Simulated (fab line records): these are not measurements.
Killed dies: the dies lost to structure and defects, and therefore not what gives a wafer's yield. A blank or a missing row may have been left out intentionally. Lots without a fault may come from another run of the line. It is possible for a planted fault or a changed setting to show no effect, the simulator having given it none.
fab line records ; flow sky130
record lots=4; wafers=12; last_day=48
route steps=708 shown LDD_LDN@292 SPACER@304 POLY_CUT@307 SD_P@320 RES_XHIGH@332 SALICIDE@361 PAD_OPEN@708
lots that met no fault: taken from a fault-free run of the same line
start_h: hours from the record's first day to the start of the lot's first wafer shown ; wait_h: hours since the lot's step before ; " the same as in the row above ; L1.1+2: one row covering several wafers at once ; - no value present, or no start provided ; * or withheld: withheld ; < > ~ a bound
route shown NAME@n: names a module that has steps shown in the file, with the first one's number in the route ; usual: mean/standard deviation of fault-free wafers ; same: alike in all rows ; chamber/n: place in a boat ; sites: readings site by site ; _std_site: standard deviation of those values ; _edge_site: the outer-site mean with the inner-site mean subtracted ; radius_mm: for every site, how far away it sits from the centre of the wafer ; mask NAME#n: copy n ; behind: the tool/chamber that last shaped the wafer ; hold: why the lot went on hold/how many hours it stayed there/how the hold came to an end ; device: transistor that didn't switch, given as n, p or np ; end of line: at the end of the route, the tests of the same wafers ; a step with no rows: only its recipe ; killed: dies that structure and defects cost at the first sort, which is not the same as the wafer's yield ; map: a wafer's dies, x killed, . not, _ none there
set.NAME: the setting that was run; set.NAME@STEP: the one run at that earlier step ; model.NAME: the simulator's own value behind a step, which no gauge read
certain route steps with their lots: each step a table, each wafer a row
services: the hour from which a tool's chamber was out of use, counted from the record's first day as start_h (under 0 if before that day), plus the number of hours and why
## steps
# step SKY_LDD_LDN_SOFTBAKE_03
# recipe temp_c=90; time_s=60; resist=NOVOLAK
# step SKY_LDD_LDN_EXPOSE_04
# recipe mask_id=LDNTM; na=0.6; source_shape=conventional; sigma_outer=0.6; polarization=unpolarized; target_cd_nm=700; dose_mj=140
# step SKY_LDD_LDN_PEB_05
# recipe temp_c=withheld; time_s=*; resist=NOVOLAK
# step SKY_LDD_LDN_DEVELOP_06
# recipe resist=NOVOLAK; developer=TMAH; develop_time_s=60; dev_temp_c=23
# step SKY_LDD_LDN_IMPLANT_08
# recipe species=As; energy_kev=15; dose_cm2=1.25e+13; tilt_deg=withheld; rotation_deg=23
# step SKY_LDD_LDN_IMPLANT_09
# recipe species=As; energy_kev=15; dose_cm2=1.25e+13; tilt_deg=withheld; rotation_deg=113
# step SKY_LDD_LDN_IMPLANT_10
# recipe species=As; energy_kev=15.08; dose_cm2=1.25e+13; tilt_deg=withheld; rotation_deg=203
# step SKY_LDD_LDN_IMPLANT_11
# recipe species=As; energy_kev=15; dose_cm2=1.25e+13; tilt_deg=withheld; rotation_deg=293
# step SKY_LDD_LDN_STRIP_12
# recipe chemistry=O2/N2; power_w=1400; pressure_mtorr=1500; platen_temp_c=withheld; o2_flow_sccm=3000; n2_flow_sccm=300; overash_fraction=0.5
# step SKY_LDD_LDN_CLEAN_14
# recipe chemistry=SC1/SC2; mix=1:4:20; temp_c=70; time_s=150; dry=n2_spin
# step SKY_SPACER_CVD_00
# recipe material=Si3N4; precursor=DCS/NH3; target_thk_nm=43.1; temp_c=770; time_s=740; pressure_mtorr=250
# usual spike_tc_bottom_C=787.8/1.7; spike_tc_centre_C=772.2/1.7; spike_tc_lower_C=770.5/0.97; spike_tc_top_C=787.5/1.1; spike_tc_upper_C=771.0/1.6; susceptor_temp_C=770.0/0.31
lot.wafer;tool;chamber;start_h;wait_h;spike_tc_bottom_C;spike_tc_centre_C;spike_tc_lower_C;spike_tc_top_C;spike_tc_upper_C;susceptor_temp_C;model.Si3N4_of_SPACER_CVD_00.thk_nm
L754.2;lpcvd-02;0;558.88;0.0;789.2;771.3;771.2;789.3;772.8;770.1;41.73
L754.4;lpcvd-02;0;558.88;0.0;790.0;772.1;769.4;787.9;770.7;770.2;41.53
L754.6;lpcvd-02;0;558.88;0.0;790.2;772.0;771.2;786.3;772.9;770.0;41.83
L755.2;lpcvd-02;0;572.83;0.0;789.6;771.3;770.7;787.9;773.3;770.6;42.97
L755.3;lpcvd-02;0;572.83;0.0;789.8;769.6;771.0;789.2;773.2;769.5;43
L755.4;lpcvd-02;0;572.83;0.0;787.6;770.8;771.6;789.5;771.1;769.9;42.81
L764.4;lpcvd-02;1;641.23;0.0;777.9;765.8;763.4;780.9;763.7;770.4;37.94
L764.5;lpcvd-02;1;641.23;0.0;778.4;767.2;763.3;777.8;762.0;769.8;37.51
L764.6;lpcvd-02;1;641.23;0.0;780.2;765.3;763.8;780.9;765.0;769.9;37.99
L765.2;lpcvd-02;0;656.43;0.4;782.7;762.9;762.1;781.5;765.6;770.3;37.28
L765.4;lpcvd-02;0;656.43;0.4;781.8;764.4;761.3;782.1;765.4;770.3;36.83
L765.5;lpcvd-02;0;656.43;0.4;782.4;764.9;764.2;779.9;765.6;769.8;37.2
# step SKY_SPACER_THK_MEAS_01
# recipe reads=Si3N4_of_SPACER_CVD_00
# usual SPACER_CVD_00_THK=42.9/0.44
lot.wafer;tool;chamber;start_h;wait_h;SPACER_CVD_00_THK[nm]
L754.2;film_metro-01;-;560.09;0.0;41.7
L754.4;film_metro-01;-;560.09;0.0;41.5
L754.6;film_metro-01;-;560.09;0.0;41.8
L755.2;film_metro-04;-;574.05;0.0;43.0
L755.3;film_metro-04;-;574.05;0.0;43.0
L755.4;film_metro-04;-;574.05;0.0;42.8
L764.4;film_metro-01;-;642.47;0.0;37.9
L764.5;film_metro-01;-;642.47;0.0;37.5
L764.6;film_metro-01;-;642.47;0.0;38.0
L765.2;film_metro-04;-;658.25;0.0;37.3
L765.4;film_metro-04;-;658.25;0.0;36.9
L765.5;film_metro-04;-;658.25;0.0;37.2
# step SKY_SPACER_ETCHBACK_02
# recipe chemistry=CH3F/O2; target=Si3N4; stop_on=SiO2; source_w=400; bias_w=80; pressure_mtorr=25; ch3f_flow_sccm=40; O2_flow_sccm=30; time_s=46.7; target_depth_a=450
# usual drypump_motor_current_A=5.71/0.23; oes_product_au=0.852/0.0068; throttle_valve_pct=10.562/0.0095
lot.wafer;tool;chamber;start_h;wait_h;drypump_motor_current_A;oes_product_au;rf_hours_counter_h;throttle_valve_pct;model.etch.depth_nm
L754.2;rie_diel-01;3;560.14;0.0;5.20;0.846;51;10.565;41.73
L754.4;rie_diel-01;0;560.14;0.0;5.96;0.834;27;10.577;41.53
L754.6;rie_diel-01;2;560.14;0.0;5.97;0.839;-;10.566;41.83
L755.2;rie_diel-03;0;574.10;0.0;5.64;0.854;3;10.561;42.97
L755.3;rie_diel-03;3;574.10;0.0;5.93;0.856;4;10.555;43
L755.4;rie_diel-03;1;574.10;0.0;5.86;0.852;11;10.559;42.81
L764.4;rie_diel-04;3;642.50;0.0;5.82;0.798;19;10.561;37.94
L764.5;rie_diel-04;1;642.50;0.0;5.46;0.805;-;10.549;37.51
L764.6;rie_diel-04;2;642.50;0.0;5.59;0.800;-;10.556;37.99
L765.2;rie_diel-04;2;658.30;0.0;5.58;0.795;6;10.557;37.28
L765.4;rie_diel-04;1;658.30;0.0;5.47;0.783;8;10.560;36.83
L765.5;rie_diel-04;1;658.30;0.0;5.47;0.789;-;10.544;37.2
# step SKY_POLY_CUT_DEHYDRATE_00
# recipe temp_c=200; time_s=60
# step SKY_POLY_CUT_HMDS_01
# recipe prime_time_s=60; prime_temp_c=120
# step SKY_POLY_CUT_COAT_02
# recipe resist=BARC; temp_c=withheld; time_s=withheld; spin_rpm=3000; resist_thk_nm=60
# step SKY_POLY_CUT_COAT_03
# recipe resist=KrF-thick; spin_rpm=3000; resist_thk_nm=450
# step SKY_POLY_CUT_SOFTBAKE_04
# recipe temp_c=100; time_s=90; resist=KrF-thick
# step SKY_POLY_CUT_EXPOSE_05
# recipe mask_id=NPCM; na=0.8; source_shape=annular; sigma_inner=0.55; sigma_outer=0.85; target_cd_nm=270; dose_mj=32
# step SKY_POLY_CUT_PEB_06
# recipe peb_temp_c=withheld; peb_time_s=withheld; resist=KrF-thick
# step SKY_POLY_CUT_DEVELOP_07
# recipe develop_time_s=60; resist=KrF-thick; dev_temp_c=21
# step SKY_POLY_CUT_ETCH_10
# recipe chemistry=N2/H2; target=BARC; ion_energy_ev=200; source_w=500; bias_w=100; pressure_mtorr=30; n2_flow_sccm=100; h2_flow_sccm=200; stop_on=SiO2; time_s=45.9; target_depth_a=600
# step SKY_POLY_CUT_ETCH_11
# recipe target=Si3N4; chemistry=CF4/CH2F2/Ar; stop_on=poly-Si; source_w=600; bias_w=150; pressure_mtorr=40; cf4_flow_sccm=40; ch2f2_flow_sccm=20; Ar_flow_sccm=150; time_s=42.5; target_depth_a=600
# step SKY_POLY_CUT_STRIP_12
# recipe chemistry=O2/N2; power_w=1400; pressure_mtorr=1500; platen_temp_c=withheld; o2_flow_sccm=3000; n2_flow_sccm=300; overash_fraction=0.5
# step SKY_SD_P_DEHYDRATE_00
# recipe temp_c=200; time_s=60
# step SKY_SD_P_HMDS_01
# recipe prime_time_s=60; prime_temp_c=120
# step SKY_SD_P_COAT_02
# recipe resist=NOVOLAK; spin_rpm=3000; resist_thk_nm=1140
# step SKY_SD_P_SOFTBAKE_03
# recipe temp_c=90; time_s=60; resist=NOVOLAK
# step SKY_SD_P_EXPOSE_04
# recipe mask_id=PSDM; na=0.6; source_shape=conventional; sigma_outer=0.6; polarization=unpolarized; target_cd_nm=380; dose_mj=138
# step SKY_SD_P_PEB_05
# recipe temp_c=withheld; time_s=*; resist=NOVOLAK
# step SKY_SD_P_DEVELOP_06
# recipe resist=NOVOLAK; developer=TMAH; develop_time_s=60; dev_temp_c=23
# step SKY_SD_P_IMPLANT_09
# recipe species=BF2; energy_kev=20; dose_cm2=3e+15; tilt_deg=0
# step SKY_SD_P_STRIP_10
# recipe chemistry=O2/N2; power_w=1400; pressure_mtorr=1500; platen_temp_c=withheld; o2_flow_sccm=3000; n2_flow_sccm=300; overash_fraction=0.5
# step SKY_RES_XHIGH_DEHYDRATE_00
# recipe temp_c=200; time_s=60
# step SKY_RES_XHIGH_HMDS_01
# recipe prime_time_s=60; prime_temp_c=120
# step SKY_SALICIDE_CLEAN_00
# recipe chemistry=HF-last; time_s=30; dilution=100:1; dry=ipa_marangoni
lot.wafer;tool;chamber;start_h;wait_h;model.Si3N4_of_SPACER_CVD_00.thk_nm
L754.2;wet_bench-03;1;675.76;0.1;40.75
L754.4;wet_bench-03;1;675.76;0.1;40.55
L754.6;wet_bench-03;1;675.76;0.1;40.84
L755.2;wet_bench-02;3;688.64;0.1;41.99
L755.3;wet_bench-02;3;688.64;0.1;42.02
L755.4;wet_bench-02;3;688.64;0.1;41.83
L764.4;wet_bench-02;1;753.59;0.0;36.97
L764.5;wet_bench-02;1;753.59;0.0;36.54
L764.6;wet_bench-02;1;753.59;0.0;37.03
L765.2;wet_bench-03;0;767.34;0.1;36.29
L765.4;wet_bench-03;0;767.34;0.1;35.84
L765.5;wet_bench-03;0;767.34;0.1;36.21
# step SKY_PAD_OPEN_PROBE_99
# usual killed_at_M0_to_M3=43/6.2; killed_at_M4_up=2.8/1.7; killed_at_contacts=24/4.8; killed_at_front_end=15/4.3; killed_at_other=0.3/0.55; killed_dies=85/8.4; killed_open=46/6.7; killed_short=38/6.2
# same gross_dies=492; killed_at_back_side=0
lot.wafer;tool;chamber;start_h;wait_h;killed_at_M0_to_M3;killed_at_M4_up;killed_at_contacts;killed_at_front_end;killed_at_other;killed_dies;killed_open;killed_short;model.etest.pfet_01v8.r_on_ohm_um;model.etest.sonos_uncharged.r_on_ohm_um;model.etest.pfet_01v8.drive_ua_um;model.etest.sram_pfet_latch.drive_ua_um;model.etest.pfet_01v8_hvt.drive_ua_um;model.etest.pfet_01v8_mvt.drive_ua_um;model.etest.pfet_01v8_lvt.drive_ua_um;model.etest.pfet_01v8.off_log10_a_um
L754.2;prober-01;-;1097.38;0.1;41;2;28;8;0;79;42;36;2788;782.9;199.2;151.2;149.3;155.9;180.5;-9.27
L754.4;prober-01;-;1097.48;0.2;50;2;16;16;2;86;51;35;2808;784.6;200.6;148.3;149.5;154.6;178.7;-9.223
L754.6;prober-01;-;1097.58;0.2;40;7;35;15;1;98;44;54;2839;804.1;199.3;146.8;147.2;153.7;178.2;-9.252
L755.2;prober-02;-;1102.19;0.1;38;2;18;17;3;78;42;36;2786;784.4;200.6;152.6;150.3;154.4;179.1;-9.475
L755.3;prober-02;-;1102.24;0.2;37;8;20;13;0;78;40;38;2930;809;190.7;143.1;141.8;150.2;175.1;-10.21
L755.4;prober-02;-;1102.29;0.2;53;5;20;19;0;97;53;44;2852;797.8;194;147.2;144.9;153.2;176.1;-9.839
L764.4;prober-01;-;1147.34;0.2;49;5;24;10;0;88;48;40;2751;785.2;204;153.3;153.7;157.4;179.6;-9.202
L764.5;prober-01;-;1147.39;0.2;33;2;22;11;0;68;33;35;2708;776.2;209.1;155.6;158.1;159.8;179;-9.158
L764.6;prober-01;-;1147.44;0.2;46;2;28;19;0;95;49;46;2702;782.8;205.7;153.6;154.3;157.3;180.6;-9.197
L765.2;prober-02;-;1156.50;0.1;50;1;28;16;1;96;54;42;2768;777.2;201.8;147.6;149.7;153.1;173.2;-9.386
L765.4;prober-02;-;1156.60;0.2;37;5;18;14;0;74;42;30;2688;765.6;209;159.8;155.2;155.7;175.9;-8.993
L765.5;prober-02;-;1156.65;0.2;35;2;20;16;0;73;43;30;2698;789.6;208.3;159.3;156.7;157.9;178.5;-9.007
# killed by level:class
L754.2 CONTACT:geometric_particle:open=9 LOCAL_INTERCONNECT:geometric_particle:short=8 VIA3:geometric_particle:open=8 METAL2:geometric_particle:short=7 VIA1:geometric_particle:open=7 VIA2:geometric_particle:open=6 CONTACT:geometric_particle:short=5 LI_CONTACT:geometric_particle:open=4
L754.4 VIA1:geometric_particle:open=14 VIA3:geometric_particle:open=8 METAL2:geometric_particle:short=6 VIA2:geometric_particle:open=6 FIELD_ISO:geometric_particle:short=5 POLY_GATE:geometric_particle:open=4 LI_CONTACT:geometric_particle:open=4 CONTACT:geometric_particle:open=4
L754.6 LI_CONTACT:geometric_particle:open=10 METAL1:geometric_particle:short=8 VIA3:geometric_particle:open=8 CONTACT:geometric_particle:open=7 LI_CONTACT:geometric_particle:short=7 VIA1:geometric_particle:open=7 LOCAL_INTERCONNECT:geometric_particle:short=6 METAL2:geometric_particle:short=6
L755.2 VIA2:geometric_particle:open=11 FIELD_ISO:geometric_particle:short=5 POLY_GATE:geometric_particle:open=5 CONTACT:geometric_particle:open=5 CONTACT:geometric_particle:short=4 METAL1:geometric_particle:short=4 METAL2:geometric_particle:short=4 FIELD_ISO:geometric_particle:open=3
L755.3 VIA1:geometric_particle:open=8 LI_CONTACT:geometric_particle:open=7 METAL4:geometric_particle:short=6 FIELD_ISO:geometric_particle:open=5 METAL1:geometric_particle:short=5 METAL2:geometric_particle:open=5 VIA2:geometric_particle:open=5 POLY_GATE:geometric_particle:short=4
L755.4 VIA2:geometric_particle:open=13 METAL2:geometric_particle:short=11 CONTACT:geometric_particle:open=10 VIA3:geometric_particle:open=7 FIELD_ISO:geometric_particle:open=6 VIA1:geometric_particle:open=6 FIELD_ISO:geometric_particle:short=5 METAL4:geometric_particle:short=5
L764.4 VIA1:geometric_particle:open=11 METAL2:geometric_particle:short=8 CONTACT:geometric_particle:open=8 CONTACT:geometric_particle:short=6 VIA1:geometric_particle:short=6 VIA2:geometric_particle:open=6 VIA3:geometric_particle:open=6 LI_CONTACT:geometric_particle:open=4
L764.5 METAL2:geometric_particle:short=11 LI_CONTACT:geometric_particle:open=8 POLY_GATE:geometric_particle:open=5 CONTACT:geometric_particle:open=5 VIA1:geometric_particle:open=5 VIA3:geometric_particle:open=5 LI_CONTACT:geometric_particle:short=4 VIA1:geometric_particle:short=4
L764.6 METAL2:geometric_particle:short=11 CONTACT:geometric_particle:open=11 LI_CONTACT:geometric_particle:open=6 VIA2:geometric_particle:open=6 METAL2:geometric_particle:open=5 FIELD_ISO:geometric_particle:open=4 POLY_GATE:geometric_particle:short=4 LI_CONTACT:geometric_particle:short=4
L765.2 VIA1:geometric_particle:open=10 METAL2:geometric_particle:short=10 LI_CONTACT:geometric_particle:open=9 CONTACT:geometric_particle:open=8 VIA2:geometric_particle:open=6 VIA3:geometric_particle:open=6 CONTACT:geometric_particle:short=5 VIA1:geometric_particle:short=5
L765.4 VIA1:geometric_particle:open=11 CONTACT:geometric_particle:open=10 VIA3:geometric_particle:open=8 VIA1:geometric_particle:short=6 METAL2:geometric_particle:short=6 FIELD_ISO:geometric_particle:open=4 FIELD_ISO:geometric_particle:short=4 LI_CONTACT:geometric_particle:short=3
L765.5 CONTACT:geometric_particle:open=11 VIA1:geometric_particle:open=9 FIELD_ISO:geometric_particle:open=7 VIA1:geometric_particle:short=7 VIA2:geometric_particle:open=5 METAL1:geometric_particle:short=5 LI_CONTACT:geometric_particle:open=4 FIELD_ISO:geometric_particle:short=3
## services
tool;chamber;start_h;hours;kind
rie_diel-04;1;566.23;2.6;repair
rie_diel-01;0;590.28;8.1;repair
rie_diel-01;-;591.30;0.2;repair
rie_diel-03;1;602.27;9.0;repair
rie_diel-04;3;635.97;2.2;repair
rie_diel-01;2;636.85;15.3;repair
rie_diel-01;-;673.71;0.1;repair
lpcvd-02;-;685.67;17.2;pm
rie_diel-01;-;705.92;0.5;repair
rie_diel-01;3;708.01;-;clean
rie_diel-01;3;708.01;19.0;scheduled_down
rie_diel-01;3;708.01;19.0;vent_cycle
rie_diel-04;1;711.31;4.9;repair
rie_diel-04;2;733.94;4.7;repair
rie_diel-03;3;736.24;5.7;repair
rie_diel-03;0;736.48;1.4;repair
## key
first_sign step=SKY_SPACER_CVD_00; reading=spike_tc_lower_C; direction=down; sigmas=7.8; usual=770.5; struck=763.0
effect step=SKY_SPACER_CVD_00; reading=spike_tc_top_C; direction=down; sigmas=6.1; usual=787.5; struck=780.5
effect step=SKY_SPACER_THK_MEAS_01; reading=SPACER_CVD_00_THK; direction=down; sigmas=12; usual=42.9; struck=37.5
effect step=SKY_SPACER_ETCHBACK_02; reading=oes_product_au; direction=down; sigmas=8.4; usual=0.852; struck=0.795
model_effect step=SKY_SPACER_CVD_00; value=Si3N4_of_SPACER_CVD_00.thk_nm; without=43.11; struck=37.46
model_effect step=SKY_SPACER_ETCHBACK_02; value=etch.depth_nm; without=43.11; struck=37.46
model_effect step=SKY_SALICIDE_CLEAN_00; value=Si3N4_of_SPACER_CVD_00.thk_nm; without=42.13; struck=36.48
model_effect step=SKY_PAD_OPEN_PROBE_99; value=etest.pfet_01v8.r_on_ohm_um; without=2898; struck=2719
met_at SKY_SPACER_CVD_00
struck_wafers L764.4,L764.5,L764.6,L765.2,L765.4,L765.5
tester_left_out L764,L765
onset_between 572.83 641.23
fault kind=process_parameter_drift; tool=lpcvd-02; chamber=-; onset_h=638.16; steps=SKY_SPACER_CVD_00; channel=temp_c; offset=*; shape=step; end_h=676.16; acts_in=*; stated=*
# tester_left_out: of these lots the tester's yield and bins aren't shown, on N5 and GAA mostly nor the transistor test; their killed dies are dies lost to structure and defects alone, not to doping, threshold or leakage, so they don't give the yield
